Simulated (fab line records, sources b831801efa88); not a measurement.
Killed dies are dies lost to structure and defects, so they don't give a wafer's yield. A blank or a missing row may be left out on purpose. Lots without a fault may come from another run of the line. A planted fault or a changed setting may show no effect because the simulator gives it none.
fab line records | flow sky130
record lots=5 wafers=15 last_day=50
route steps=708 shown LI_CONTACT@383 LOCAL_INTERCONNECT@387 CONTACT@406
lots that met no fault: from a run of the same line without faults
start_h: hours from the record's first day to the start of the lot's first wafer shown | wait_h: hours since the lot's step before | " the same as in the row above | L1.1+2: a row that stands for several wafers | - no value, or no start given | * or withheld: withheld | < > ~ a bound
route shown NAME@n: a module of which the file shows steps, and the number in the route of the first | usual: mean/standard deviation of fault-free wafers | same: alike in all rows | chamber/n: place in a boat | sites: the reading at each site | _std_site: their standard deviation | _edge_site: outer sites' mean less inner sites' | radius_mm: how far each site lies from the wafer's centre | mask NAME#n: copy n | behind: the tool/chamber that last shaped the wafer | hold: why the lot was held/for how many hours/how that ended | device: the transistor (n, p or np) that didn't switch | end of line: the same wafers' tests at the end of the route | a step without rows: its recipe alone | killed: dies lost to structure and defects at the first sort, not the wafer's yield | map: a wafer's dies, x killed, . not, _ none there
set.NAME: the setting as run; set.NAME@STEP: as run at that earlier step | model.NAME: the simulator's own value behind a step, which no gauge read
lots at some steps of the route; a table a step, a row a wafer
services: from which hour (start_h, from the record's first day; less than 0 if before it) a tool's chamber was out of use, for how many hours, and why
## steps
# step SKY_LI_CONTACT_CVD_21
# recipe material=W target_thk_nm=400 time_s=120.56 temp_c=400 pressure_torr=40
# usual heater_power_outer_w=517/59 heater_power_w=850/86 susceptor_temp_C=400.05/0.22
# columns lot.wafer tool chamber start_h wait_h heater_power_outer_w heater_power_w susceptor_temp_C
L087.2 cvd_w-02 1 786.64 0.0 452 752 399.95
L087.4 " 1 " " 446 735 400.12
L087.6 " 1 " " 450 745 399.98
L089.3 cvd_w-02 1 795.74 0.1 432 755 399.94
L089.4 " 0 " " 588 936 399.86
L089.5 " 0 " " 588 952 399.80
L093.1 cvd_w-01 0 831.79 0.0 512 838 400.12
L093.2 " 1 " " 523 869 399.74
L093.3 " 0 " " 515 844 400.45
L096.2 cvd_w-02 1 843.32 0.0 452 732 400.38
L096.4 " 1 " " 437 742 400.26
L096.6 " 0 " " 584 953 400.29
L097.3 cvd_w-02 0 855.14 0.1 588 960 399.88
L097.4 " 1 " " 445 769 400.09
L097.5 " 1 " " 441 745 399.94
# step SKY_LI_CONTACT_RS_MEAS_22
# recipe thk_meas_gauge=four-point-probe reads=W_of_LI_CONTACT_CVD_21+TiN_of_LI_CONTACT_SPUTTER_20+Ti_of_LI_CONTACT_SPUTTER_19
# usual LI_CONTACT_W_RS=0.283/0.0031
# columns lot.wafer tool chamber start_h wait_h LI_CONTACT_W_RS[ohm/sq]
L087.2 film_metro-04 - 786.79 0.1 0.282
L087.4 " - " " 0.284
L087.6 " - " " 0.283
L089.3 film_metro-03 - 795.86 0.1 0.283
L089.4 " - " " 0.284
L089.5 " - " " 0.285
L093.1 film_metro-03 - 831.92 0.1 0.285
L093.2 " - " " 0.288
L093.3 " - " " 0.285
L096.2 film_metro-03 - 843.46 0.1 0.282
L096.4 " - " " 0.284
L096.6 " - " " 0.288
L097.3 film_metro-03 - 855.26 0.1 0.280
L097.4 " - " " 0.279
L097.5 " - " " 0.279
# step SKY_LI_CONTACT_THK_MEAS_23
# recipe thk_meas_gauge=xrf reads=W_of_LI_CONTACT_CVD_21
# usual LI_CONTACT_W_THK=409/5.6
# columns lot.wafer tool chamber start_h wait_h LI_CONTACT_W_THK[nm]
L087.2 film_metro-04 - 786.90 0.1 413
L087.4 " - " " 407
L087.6 " - " " 413
L089.3 film_metro-03 - 795.96 0.1 410
L089.4 " - " " 410
L089.5 " - " " 409
L093.1 film_metro-03 - 832.04 0.1 407
L093.2 " - " " 405
L093.3 " - " " 408
L096.2 film_metro-03 - 843.57 0.1 414
L096.4 " - " " 409
L096.6 " - " " 405
L097.3 film_metro-03 - 855.36 0.1 417
L097.4 " - " " 417
L097.5 " - " " 418
# step SKY_LI_CONTACT_CMP_24
# recipe stop_on=PSG t_overpolish_s=20 down_force_psi=3.5 platen_rpm=60 target_thk_nm=0 pad_velocity_m_s=0.94248
# usual motor_current_A=10.7/0.98 overpolish_run_s=19.999/0.0082 time_to_endpoint_s=97/3.8
# columns lot.wafer tool chamber start_h wait_h motor_current_A overpolish_run_s time_to_endpoint_s
L087.4 cmp-01 1 787.05 0.1 12.0 20.003 101
L087.2 " 2 " " 10.0 19.996 102
L087.6 " 3 " " 12.9 20.008 101
L089.3 cmp-02 1 796.10 0.1 10.7 20.004 97
L089.4 " 2 " " 11.3 20.012 101
L089.5 " 0 " " 9.4 20.000 97
L093.1 cmp-02 2 833.48 1.4 10.9 19.994 95
L093.2 " 3 " " 10.3 19.999 94
L093.3 " 0 " " 9.1 20.009 89
L096.4 cmp-02 2 843.62 0.0 10.9 20.012 95
L096.2 " 0 " " 9.5 20.008 88
L096.6 " 2 " " 11.8 19.999 92
L097.4 cmp-02 2 855.40 0.0 11.4 19.989 93
L097.3 " 1 " " 10.7 19.987 94
L097.5 " 2 " " 11.6 19.992 98
# step SKY_LOCAL_INTERCONNECT_SPUTTER_00
# recipe material=TiN target_thk_nm=100 temp_c=300 power_w=6500 time_s=83.3 chamber_pressure_pa=0.4
# usual susceptor_temp_C=299.99/0.19 throttle_valve_pct=30.6/1.3
# columns lot.wafer tool chamber start_h wait_h susceptor_temp_C throttle_valve_pct
L087.2 pvd_sputter-01 - 787.25 0.1 299.95 31.1
L087.4 " - " " 299.94 30.4
L087.6 " - " " 299.98 31.3
L089.3 pvd_sputter-01 - 796.30 0.1 300.51 31.0
L089.4 " - " " 299.85 30.8
L089.5 " - " " 300.07 31.6
L093.1 pvd_sputter-01 - 833.73 0.2 300.42 31.7
L093.2 " - " " 299.99 30.8
L093.3 " - " " 299.88 31.3
L096.2 pvd_sputter-01 - 843.92 0.1 300.16 30.2
L096.4 " - " " 300.18 31.0
L096.6 " - " " 300.00 30.9
L097.3 pvd_sputter-01 - 855.70 0.1 299.74 31.0
L097.4 " - " " 299.99 31.8
L097.5 " - " " 299.93 30.8
# step SKY_LOCAL_INTERCONNECT_RS_MEAS_01
# recipe thk_meas_gauge=four-point-probe reads=TiN_of_LOCAL_INTERCONNECT_SPUTTER_00
# usual LOCAL_INTERCONNECT_TIN_RS=14.27/0.21
# columns lot.wafer tool chamber start_h wait_h LOCAL_INTERCONNECT_TIN_RS[ohm/sq]
L087.2 film_metro-04 - 787.33 0.1 14.26
L087.4 " - " " 14.31
L087.6 " - " " 14.40
L089.3 film_metro-02 - 796.40 0.1 14.19
L089.4 " - " " 14.13
L089.5 " - " " 14.26
L093.1 film_metro-01 - 833.79 0.0 14.55
L093.2 " - " " 14.41
L093.3 " - " " 14.59
L096.2 film_metro-01 - 844.01 0.1 14.50
L096.4 " - " " 14.34
L096.6 " - " " 14.36
L097.3 film_metro-04 - 855.80 0.1 14.25
L097.4 " - " " 14.59
L097.5 " - " " 14.45
# step SKY_LOCAL_INTERCONNECT_THK_MEAS_02
# recipe thk_meas_gauge=xrf reads=TiN_of_LOCAL_INTERCONNECT_SPUTTER_00
# usual LOCAL_INTERCONNECT_TIN_THK=96.9/1.4
# columns lot.wafer tool chamber start_h wait_h LOCAL_INTERCONNECT_TIN_THK[nm]
L087.2 film_metro-04 - 787.44 0.1 96.7
L087.4 " - " " 97.1
L087.6 " - " " 96.3
L089.3 film_metro-02 - 796.50 0.1 97.2
L089.4 " - " " 97.6
L089.5 " - " " 97.1
L093.1 film_metro-01 - 833.91 0.1 95.2
L093.2 " - " " 96.0
L093.3 " - " " 94.7
L096.2 film_metro-01 - 844.12 0.1 96.3
L096.4 " - " " 97.0
L096.6 " - " " 97.0
L097.3 film_metro-04 - 855.90 0.1 97.4
L097.4 " - " " 94.9
L097.5 " - " " 96.1
# step SKY_LOCAL_INTERCONNECT_DEHYDRATE_03
# recipe temp_c=200 time_s=60
# usual heater_power_total_W=160.39/0.12
# columns lot.wafer tool chamber start_h wait_h heater_power_total_W
L087.2 litho_track-03 0 800.24 12.8 160.34
L087.4 " 0 " " 160.30
L087.6 " 0 " " 160.52
L089.3 litho_track-02 0 808.67 12.2 160.27
L089.4 " 0 " " 160.57
L089.5 " 0 " " 160.36
L093.1 litho_track-02 0 845.42 11.5 160.58
L093.2 " 0 " " 160.42
L093.3 " 0 " " 160.44
L096.2 litho_track-03 0 856.39 12.3 160.20
L096.4 " 0 " " 160.21
L096.6 " 0 " " 160.22
L097.3 litho_track-03 0 868.42 12.5 160.27
L097.4 " 0 " " 160.61
L097.5 " 0 " " 160.60
# step SKY_LOCAL_INTERCONNECT_HMDS_04
# recipe prime_time_s=60 prime_temp_c=120
# columns lot.wafer tool chamber start_h wait_h
L087.2+4+6 litho_track-03 0 800.39 0.1
L089.3+4+5 litho_track-02 0 808.82 0.1
L093.1+2+3 litho_track-02 0 845.57 0.1
L096.2+4+6 litho_track-03 0 856.54 0.1
L097.3+4+5 litho_track-03 0 868.57 0.1
# step SKY_LOCAL_INTERCONNECT_COAT_05
# recipe resist=BARC temp_c=withheld time_s=withheld spin_rpm=3000 resist_thk_nm=60
# columns lot.wafer tool chamber start_h wait_h
L087.2+4+6 litho_track-03 0 800.54 0.1
L089.3+4+5 litho_track-02 0 808.97 0.1
L093.1+2+3 litho_track-02 0 845.72 0.1
L096.2+4+6 litho_track-03 0 856.69 0.1
L097.3+4+5 litho_track-03 0 868.72 0.1
# step SKY_LOCAL_INTERCONNECT_COAT_06
# recipe resist=KrF-thick spin_rpm=3000 resist_thk_nm=446.2
# columns lot.wafer tool chamber start_h wait_h
L087.2+4+6 litho_track-03 0 - -
L089.3+4+5 litho_track-02 0 - -
L093.1+2+3 litho_track-02 0 - -
L096.2+4+6 litho_track-03 0 - -
L097.3+4+5 litho_track-03 0 - -
# step SKY_LOCAL_INTERCONNECT_SOFTBAKE_07
# recipe temp_c=100 time_s=90 resist=KrF-thick
# usual heater_power_total_W=57.36/0.12
# columns lot.wafer tool chamber start_h wait_h heater_power_total_W
L087.2 litho_track-03 0 - - 57.26
L087.4 " 0 " " 57.23
L087.6 " 0 " " 57.45
L089.3 litho_track-02 0 - - 57.55
L089.4 " 0 " " 57.40
L089.5 " 0 " " 57.55
L093.1 litho_track-02 0 - - 57.51
L093.2 " 0 " " 57.41
L093.3 " 0 " " 57.43
L096.2 litho_track-03 0 - - 57.43
L096.4 " 0 " " 57.53
L096.6 " 0 " " 57.20
L097.3 litho_track-03 0 - - 57.54
L097.4 " 0 " " 57.32
L097.5 " 0 " " 57.45
# step SKY_LOCAL_INTERCONNECT_EXPOSE_08
# recipe mask_id=LI1M na=0.8 source_shape=annular sigma_inner=0.55 sigma_outer=0.85 target_cd_nm=170 dose_mj=28
# usual exposure_dose_mJ_cm2=27.985/0.025
# columns lot.wafer tool chamber start_h wait_h mask exposure_dose_mJ_cm2
L087.2 krf_scanner-02 0 - - LI1M#0 28.004
L087.4 " 0 " " LI1M#0 27.983
L087.6 " 0 " " LI1M#0 28.008
L089.3 krf_scanner-01 0 - - LI1M#0 27.982
L089.4 " 0 " " LI1M#0 27.976
L089.5 " 0 " " LI1M#0 27.968
L093.1 krf_scanner-01 0 - - LI1M#0 27.977
L093.2 " 0 " " LI1M#0 27.952
L093.3 " 0 " " LI1M#0 27.986
L096.2 krf_scanner-02 0 - - LI1M#0 27.937
L096.4 " 0 " " LI1M#0 27.985
L096.6 " 0 " " LI1M#0 27.946
L097.3 krf_scanner-02 0 - - LI1M#0 27.994
L097.4 " 0 " " LI1M#0 27.992
L097.5 " 0 " " LI1M#0 27.973
# step SKY_LOCAL_INTERCONNECT_PEB_09
# recipe peb_temp_c=withheld peb_time_s=withheld resist=KrF-thick
# columns lot.wafer tool chamber start_h wait_h
L087.2+4+6 litho_track-03 0 - -
L089.3+4+5 litho_track-04 0 - -
L093.1+2+3 litho_track-02 0 - -
L096.2+4+6 litho_track-04 0 - -
L097.3+4+5 litho_track-03 0 - -
# step SKY_LOCAL_INTERCONNECT_DEVELOP_10
# recipe develop_time_s=60 resist=KrF-thick dev_temp_c=21
# columns lot.wafer tool chamber start_h wait_h
L087.2+4+6 litho_track-03 0 - -
L089.3+4+5 litho_track-04 0 - -
L093.1+2+3 litho_track-02 0 - -
L096.2+4+6 litho_track-04 0 - -
L097.3+4+5 litho_track-03 0 - -
# step SKY_LOCAL_INTERCONNECT_CD_MEAS_11
# recipe target_cd_nm=170
# usual cd_nm=169.8/1.4
# columns lot.wafer tool chamber start_h wait_h cd_nm
L087.2 cd_sem-01 - 813.69 - 172.5
L087.4 " - " " 171.4
L087.6 " - " " 172.2
L089.3 cd_sem-02 - 822.27 - 170.7
L089.4 " - " " 170.7
L089.5 " - " " 170.2
L093.1 cd_sem-01 - 860.17 - 170.3
L093.2 " - " " 168.2
L093.3 " - " " 171.1
L096.2 cd_sem-01 - 870.45 - 169.2
L096.4 " - " " 169.3
L096.6 " - " " 168.8
L097.3 cd_sem-02 - 881.76 - 169.9
L097.4 " - " " 169.2
L097.5 " - " " 169.5
# step SKY_LOCAL_INTERCONNECT_OVL_MEAS_12
# usual LOCAL_INTERCONNECT_OVL=-1/4.6
# columns lot.wafer tool chamber start_h wait_h LOCAL_INTERCONNECT_OVL[nm]
L087.2 overlay-02 - 813.79 0.1 2
L087.4 " - " " 3
L087.6 " - " " 1
L089.3 overlay-02 - 822.36 0.1 -5
L089.4 " - " " -3
L089.5 " - " " -2
L093.1 overlay-02 - 860.29 0.1 -4
L093.2 " - " " -8
L093.3 " - " " -4
L096.2 overlay-01 - 870.56 0.1 1
L096.4 " - " " 1
L096.6 " - " " 7
L097.3 overlay-02 - 881.85 0.1 -3
L097.4 " - " " 0
L097.5 " - " " 5
# step SKY_LOCAL_INTERCONNECT_ETCH_13
# recipe chemistry=N2/H2 target=BARC ion_energy_ev=200 bias_w=100 pressure_mtorr=30 n2_flow_sccm=100 h2_flow_sccm=200 icp_w=500 stop_on=SiO2 time_s=45.9 target_depth_a=600
# usual drypump_motor_current_A=5.5/0.58 oes_product_au=0.855/0.0047 throttle_valve_pct=13.226/0.0087
# columns lot.wafer tool chamber start_h wait_h drypump_motor_current_A oes_product_au rf_hours_counter_h throttle_valve_pct
L087.2 rie_metal-02 0 813.82 0.0 5.1 0.852 11 13.218
L087.4 " 1 " " 5.3 0.856 - 13.227
L087.6 " 1 " " 5.3 0.854 - 13.238
L089.3 rie_metal-03 1 822.41 0.0 6.7 0.855 - 13.226
L089.4 " 0 " " 5.1 0.853 - 13.245
L089.5 " 0 " " 5.1 0.856 - 13.238
L093.1 rie_metal-02 1 860.32 0.0 5.3 0.860 16 13.223
L093.2 " 0 " " 5.1 0.858 13 13.233
L093.3 " 0 " " 5.1 0.858 - 13.222
L096.2 rie_metal-01 1 870.61 0.0 5.1 0.859 - 13.209
L096.4 " 1 " " 5.1 0.862 - 13.218
L096.6 " 1 " " 5.2 0.861 - 13.228
L097.3 rie_metal-02 1 881.90 0.0 5.2 0.857 - 13.231
L097.4 " 0 " " 5.2 0.849 - 13.223
L097.5 " 1 " " 5.3 0.850 - 13.231
# step SKY_LOCAL_INTERCONNECT_METAL_ETCH_14
# recipe target_depth_nm=110 stop_on=PSG chemistry=Cl2/BCl3 target=TiN resist_sidewall_deg=88 pressure_mtorr=10 icp_w=900 bias_w=48.5 Cl2_flow_sccm=60 bcl3_flow_sccm=30 time_s=31.4
# usual drypump_motor_current_A=5.5/0.58 oes_product_au=0.937/0.0083 throttle_valve_pct=21.904/0.01
# columns lot.wafer tool chamber start_h wait_h drypump_motor_current_A oes_product_au rf_hours_counter_h throttle_valve_pct
L087.2 rie_metal-02 0 813.89 0.0 5.2 0.939 11 21.906
L087.4 " 1 " " 5.3 0.939 - 21.912
L087.6 " 1 " " 5.3 0.937 - 21.893
L089.3 rie_metal-03 1 822.47 0.0 6.7 0.938 - 21.906
L089.4 " 0 " " 5.0 0.938 - 21.902
L089.5 " 0 " " 5.1 0.941 - 21.900
L093.1 rie_metal-02 1 860.39 0.0 5.3 0.930 16 21.915
L093.2 " 0 " " 5.1 0.928 13 21.907
L093.3 " 0 " " 5.1 0.930 - 21.926
L096.2 rie_metal-01 1 870.73 0.1 5.2 0.934 - 21.914
L096.4 " 1 " " 5.1 0.930 - 21.930
L096.6 " 1 " " 5.1 0.932 - 21.902
L097.3 rie_metal-02 1 881.95 0.0 5.2 0.939 - 21.903
L097.4 " 0 " " 5.1 0.926 - 21.909
L097.5 " 1 " " 5.2 0.933 - 21.905
# step SKY_LOCAL_INTERCONNECT_STRIP_15
# recipe chemistry=O2/N2 power_w=1400 pressure_mtorr=1500 platen_temp_c=withheld o2_flow_sccm=3000 n2_flow_sccm=300 overash_fraction=0.5
# usual drypump_motor_current_A=5.3/0.49 oes_product_au=0.425/0.0047 strip_time_to_endpoint_s=4.683/0.019
# columns lot.wafer tool chamber start_h wait_h drypump_motor_current_A oes_product_au rf_hours_counter_h strip_time_to_endpoint_s
L087.2 plasma_asher-02 0 813.94 0.0 4.8 0.426 101 4.665
L087.4 " 1 " " 5.0 0.429 - 4.699
L087.6 " 0 " " 4.8 0.425 - 4.708
L089.3 plasma_asher-01 1 822.53 0.1 6.0 0.427 - 4.643
L089.4 " 0 " " 6.2 0.423 - 4.645
L089.5 " 1 " " 6.0 0.429 - 4.652
L093.1 plasma_asher-01 1 860.44 0.0 6.0 0.429 11 4.686
L093.2 " 0 " " 6.2 0.432 11 4.673
L093.3 " 0 " " 6.2 0.431 - 4.662
L096.2 plasma_asher-02 0 870.81 0.1 4.8 0.418 108 4.673
L096.4 " 1 " " 5.0 0.428 - 4.683
L096.6 " 0 " " 4.8 0.436 - 4.673
L097.3 plasma_asher-03 1 882.02 0.1 5.3 0.424 - 4.724
L097.4 " 0 " " 5.1 0.430 - 4.696
L097.5 " 0 " " 5.1 0.411 - 4.724
# step SKY_LOCAL_INTERCONNECT_STRIP_16
# recipe chemistry=post_etch_residue_remover time_s=1200 temp_c=72.5
# usual bath_heat_duty_pct=14.5/2.2
# columns lot.wafer tool chamber start_h wait_h bath_heat_duty_pct
L087.2 wet_bench-02 0 814.04 0.1 12.2
L087.4 " 0 " " 12.6
L087.6 " 0 " " 11.8
L089.3 wet_bench-03 2 822.60 0.0 13.8
L089.4 " 2 " " 13.1
L089.5 " 2 " " 15.3
L093.1 wet_bench-04 2 860.54 0.1 17.6
L093.2 " 2 " " 18.2
L093.3 " 2 " " 19.6
L096.2 wet_bench-04 3 870.91 0.1 15.2
L096.4 " 3 " " 16.3
L096.6 " 3 " " 16.4
L097.3 wet_bench-02 0 882.09 0.0 11.9
L097.4 " 0 " " 12.6
L097.5 " 0 " " 12.6
# step SKY_LOCAL_INTERCONNECT_CLEAN_17
# recipe chemistry=IPA time_s=180 temp_c=25
# usual bath_heat_duty_pct=6.5/1.1
# columns lot.wafer tool chamber start_h wait_h bath_heat_duty_pct
L087.2 wet_bench-04 2 814.38 0.0 7.6
L087.4 " 2 " " 7.6
L087.6 " 2 " " 8.3
L089.3 wet_bench-04 3 822.97 0.0 6.3
L089.4 " 3 " " 6.3
L089.5 " 3 " " 6.6
L093.1 wet_bench-03 1 860.91 0.0 5.6
L093.2 " 1 " " 5.8
L093.3 " 1 " " 6.3
L096.2 wet_bench-02 1 871.29 0.0 6.2
L096.4 " 1 " " 6.8
L096.6 " 1 " " 6.7
L097.3 wet_bench-04 1 882.43 0.0 7.3
L097.4 " 1 " " 6.8
L097.5 " 1 " " 7.0
# step SKY_LOCAL_INTERCONNECT_CLEAN_18
# recipe chemistry=O3/DIW dry=n2_spin
# columns lot.wafer tool chamber start_h wait_h
L087.2+4+6 wet_bench-03 3 814.44 0.0
L089.3+4+5 wet_bench-02 2 823.03 0.0
L093.1+2+3 wet_bench-04 1 860.97 0.0
L096.2+4+6 wet_bench-04 1 871.35 0.0
L097.3+4+5 wet_bench-02 2 882.55 0.0
# step SKY_CONTACT_CVD_00
# recipe material=Si3N4 target_thk_nm=75 temp_c=400 time_s=withheld rf_w=450
# usual heater_power_outer_w=440/89 heater_power_w=735/120 susceptor_temp_C=400.00/0.25
# columns lot.wafer tool chamber start_h wait_h heater_power_outer_w heater_power_w susceptor_temp_C
L087.2 pecvd-04 2 814.54 0.0 357 568 399.86
L087.4 " 1 " " 521 780 399.84
L087.6 " 0 " " 488 784 399.88
L089.3 pecvd-04 1 823.12 0.0 465 740 400.00
L089.4 " 0 " " 472 770 400.36
L089.5 " 2 " " 417 642 400.22
L093.1 pecvd-04 1 861.07 0.0 519 784 399.80
L093.2 " 2 " " 413 640 400.21
L093.3 " 0 " " 472 793 400.10
L096.2 pecvd-02 0 871.44 0.0 464 753 400.22
L096.4 " 1 " " 308 668 399.69
L096.6 " 0 " " 460 770 400.17
L097.3 pecvd-03 1 882.64 0.0 297 560 400.21
L097.4 " 2 " " 613 975 400.15
L097.5 " 1 " " 302 547 400.29
# step SKY_CONTACT_THK_MEAS_01
# recipe reads=Si3N4_of_CONTACT_CVD_00
# usual CONTACT_CVD_00_THK=75.1/1.1
# columns lot.wafer tool chamber start_h wait_h CONTACT_CVD_00_THK[nm]
L087.2 film_metro-02 - 814.58 - 74.1
L087.4 " - " " 74.9
L087.6 " - " " 74.7
L089.3 film_metro-02 - 823.18 - 73.6
L089.4 " - " " 76.1
L089.5 " - " " 76.5
L093.1 film_metro-03 - 861.10 - 73.1
L093.2 " - " " 74.9
L093.3 " - " " 74.3
L096.2 film_metro-02 - 871.48 - 74.9
L096.4 " - " " 75.9
L096.6 " - " " 76.6
L097.3 film_metro-03 - 882.69 - 74.2
L097.4 " - " " 77.2
L097.5 " - " " 76.0
# step SKY_CONTACT_HDPCVD_02
# recipe material=SiO2 target_thk_nm=565 sigma_open_frac=0.3 time_s=94.2 temp_c=600 sih4_flow_sccm=60 pressure_mtorr=6
# usual susceptor_temp_C=600.1/0.32
# columns lot.wafer tool chamber start_h wait_h susceptor_temp_C
L087.2 hdpcvd-02 0 814.63 0.0 600.1
L087.4 " 1 " " 599.7
L087.6 " 2 " " 600.4
L089.3 hdpcvd-02 0 823.22 0.0 600.4
L089.4 " 1 " " 599.8
L089.5 " 0 " " 599.9
L093.1 hdpcvd-01 1 861.16 0.1 599.7
L093.2 " 0 " " 600.2
L093.3 " 2 " " 600.0
L096.2 hdpcvd-02 2 871.53 0.0 599.8
L096.4 " 1 " " 600.3
L096.6 " 0 " " 599.8
L097.3 hdpcvd-01 1 882.73 0.0 599.8
L097.4 " 1 " " 600.1
L097.5 " 2 " " 600.2
# step SKY_CONTACT_THK_MEAS_03
# recipe reads=SiO2_of_CONTACT_HDPCVD_02
# usual CONTACT_HDPCVD_THK=567/5.3
# columns lot.wafer tool chamber start_h wait_h CONTACT_HDPCVD_THK[nm]
L087.2 film_metro-01 - 814.71 0.0 561
L087.4 " - " " 567
L087.6 " - " " 563
L089.3 film_metro-01 - 823.30 0.1 562
L089.4 " - " " 566
L089.5 " - " " 563
L093.1 film_metro-01 - 861.23 0.0 563
L093.2 " - " " 562
L093.3 " - " " 568
L096.2 film_metro-01 - 871.61 0.0 565
L096.4 " - " " 564
L096.6 " - " " 565
L097.3 film_metro-01 - 882.82 0.1 563
L097.4 " - " " 572
L097.5 " - " " 570
# step SKY_CONTACT_CMP_04
# recipe material=SiO2 down_force_psi=4 platen_rpm=60 pad_velocity_m_s=0.94248
# usual motor_current_A=11.7/1.1 time_to_endpoint_s=84/3.9
# columns lot.wafer tool chamber start_h wait_h motor_current_A time_to_endpoint_s
L087.2 cmp-02 1 814.76 0.0 11.5 82
L087.4 " 0 " " 10.7 78
L087.6 " 1 " " 11.2 81
L089.4 cmp-02 0 823.44 0.1 9.9 80
L089.3 " 1 " " 11.1 82
L089.5 " 3 " " 11.4 80
L093.2 cmp-02 1 861.29 0.0 11.3 80
L093.1 " 2 " " 12.1 82
L093.3 " 0 " " 10.4 79
L096.2 cmp-01 2 871.71 0.1 11.5 90
L096.4 " 3 " " 13.6 84
L096.6 " 1 " " 12.5 86
L097.4 cmp-02 2 882.91 0.1 12.9 84
L097.3 " 3 " " 12.2 77
L097.5 " 1 " " 11.3 80
# step SKY_CONTACT_BOW_MEAS_05
# recipe mode=bow
# usual CONTACT_BOW=83/7.4
# columns lot.wafer tool chamber start_h wait_h CONTACT_BOW[um]
L087.2 film_metro-02 - 815.08 0.3 96
L087.4 " - " " 84
L087.6 " - " " 90
L089.3 film_metro-01 - 823.68 0.1 95
L089.4 " - " " 92
L089.5 " - " " 77
L093.1 film_metro-01 - 861.59 0.2 99
L093.2 " - " " 72
L093.3 " - " " 93
L096.2 film_metro-03 - 871.98 0.2 82
L096.4 " - " " 98
L096.6 " - " " 72
L097.3 film_metro-02 - 883.20 0.2 84
L097.4 " - " " 88
L097.5 " - " " 87
# step SKY_CONTACT_DEHYDRATE_06
# recipe temp_c=200 time_s=60
# usual heater_power_total_W=160.37/0.12
# columns lot.wafer tool chamber start_h wait_h heater_power_total_W
L087.2 litho_track-04 0 827.25 12.2 160.36
L087.4 " 0 " " 160.62
L087.6 " 0 " " 160.57
L089.3 litho_track-01 0 836.05 12.3 160.51
L089.4 " 0 " " 160.42
L089.5 " 0 " " 160.20
L093.1 litho_track-04 0 873.28 11.7 160.44
L093.2 " 0 " " 160.35
L093.3 " 0 " " 160.24
L096.2 litho_track-03 0 884.39 12.4 160.21
L096.4 " 0 " " 160.26
L096.6 " 0 " " 160.50
L097.3 litho_track-03 0 895.12 11.9 160.56
L097.4 " 0 " " 160.24
L097.5 " 0 " " 160.37
# step SKY_CONTACT_HMDS_07
# recipe prime_time_s=60 prime_temp_c=120
# columns lot.wafer tool chamber start_h wait_h
L087.2+4+6 litho_track-04 0 827.40 0.1
L089.3+4+5 litho_track-01 0 836.20 0.1
L093.1+2+3 litho_track-04 0 873.43 0.1
L096.2+4+6 litho_track-03 0 884.54 0.1
L097.3+4+5 litho_track-03 0 895.27 0.1
# step SKY_CONTACT_COAT_08
# recipe resist=BARC temp_c=withheld time_s=withheld spin_rpm=3000 resist_thk_nm=60
# columns lot.wafer tool chamber start_h wait_h
L087.2+4+6 litho_track-04 0 827.55 0.1
L089.3+4+5 litho_track-01 0 836.35 0.1
L093.1+2+3 litho_track-04 0 873.58 0.1
L096.2+4+6 litho_track-03 0 884.69 0.1
L097.3+4+5 litho_track-03 0 895.42 0.1
# step SKY_CONTACT_COAT_09
# recipe resist=KrF-thick spin_rpm=3000 resist_thk_nm=450
# columns lot.wafer tool chamber start_h wait_h
L087.2+4+6 litho_track-04 0 - -
L089.3+4+5 litho_track-01 0 - -
L093.1+2+3 litho_track-04 0 - -
L096.2+4+6 litho_track-03 0 - -
L097.3+4+5 litho_track-03 0 - -
# step SKY_CONTACT_SOFTBAKE_10
# recipe temp_c=100 time_s=86.77 resist=KrF-thick
# usual heater_power_total_W=58.04/0.052
# columns lot.wafer tool chamber start_h wait_h heater_power_total_W
L087.2 litho_track-04 0 - - 57.99
L087.4 " 0 " " 57.97
L087.6 " 0 " " 58.07
L089.3 litho_track-01 0 - - 58.06
L089.4 " 0 " " 58.05
L089.5 " 0 " " 58.15
L093.1 litho_track-04 0 - - 57.99
L093.2 " 0 " " 58.04
L093.3 " 0 " " 58.06
L096.2 litho_track-03 0 - - 58.04
L096.4 " 0 " " 58.09
L096.6 " 0 " " 58.09
L097.3 litho_track-03 0 - - 58.08
L097.4 " 0 " " 58.02
L097.5 " 0 " " 58.06
# step SKY_CONTACT_EXPOSE_11
# recipe mask_id=CTM1 na=0.8 source_shape=annular sigma_inner=0.55 sigma_outer=0.85 target_cd_nm=170 dose_mj=38
# usual exposure_dose_mJ_cm2=38.01/0.038
# columns lot.wafer tool chamber start_h wait_h mask exposure_dose_mJ_cm2
L087.2 krf_scanner-01 0 - - CTM1#0 38.00
L087.4 " 0 " " CTM1#0 37.99
L087.6 " 0 " " CTM1#0 38.01
L089.3 krf_scanner-01 0 - - CTM1#0 38.01
L089.4 " 0 " " CTM1#0 38.00
L089.5 " 0 " " CTM1#0 37.99
L093.1 krf_scanner-01 0 - - CTM1#0 38.08
L093.2 " 0 " " CTM1#0 38.04
L093.3 " 0 " " CTM1#0 38.06
L096.2 krf_scanner-01 0 - - CTM1#0 38.00
L096.4 " 0 " " CTM1#0 38.02
L096.6 " 0 " " CTM1#0 37.99
L097.3 krf_scanner-02 0 - - CTM1#0 37.96
L097.4 " 0 " " CTM1#0 37.94
L097.5 " 0 " " CTM1#0 37.98
# step SKY_CONTACT_PEB_12
# recipe peb_temp_c=withheld peb_time_s=withheld resist=KrF-thick
# columns lot.wafer tool chamber start_h wait_h
L087.2+4+6 litho_track-01 0 - -
L089.3+4+5 litho_track-03 0 - -
L093.1+2+3 litho_track-01 0 - -
L096.2+4+6 litho_track-03 0 - -
L097.3+4+5 litho_track-03 0 - -
# step SKY_CONTACT_DEVELOP_13
# recipe develop_time_s=60 resist=KrF-thick dev_temp_c=21
# columns lot.wafer tool chamber start_h wait_h
L087.2+4+6 litho_track-01 0 - -
L089.3+4+5 litho_track-03 0 - -
L093.1+2+3 litho_track-01 0 - -
L096.2+4+6 litho_track-03 0 - -
L097.3+4+5 litho_track-03 0 - -
## services
# columns tool chamber start_h hours kind
rie_metal-01 1 763.31 1.6 repair
krf_scanner-02 - 763.35 1.0 pm
cvd_w-02 - 771.06 1.6 repair
krf_scanner-01 - 773.05 0.8 pm
cmp-01 - 773.26 1.7 repair
cvd_w-02 - 779.96 0.8 repair
cmp-02 - 784.68 4.0 pm
cmp-02 - 802.37 3.8 repair
krf_scanner-01 - 819.06 4.0 pm
cmp-01 - 822.94 3.6 pm
cmp-02 - 827.09 6.3 pm
cmp-01 - 831.97 3.4 repair
pvd_sputter-01 - 835.41 3.3 repair
plasma_asher-01 - 837.66 5.8 repair
krf_scanner-01 - 841.44 1.0 pm
cmp-01 - 854.05 3.3 pm
krf_scanner-01 - 859.57 0.5 repair
krf_scanner-02 - 862.53 1.3 pm
plasma_asher-01 - 867.15 0.5 repair
krf_scanner-01 - 881.97 0.3 repair
hdpcvd-02 - 884.09 0.7 repair
krf_scanner-01 - 893.98 1.3 pm
rie_metal-02 - 903.07 0.6 repair
cvd_w-02 - 904.00 14.0 pm
## key
fault none
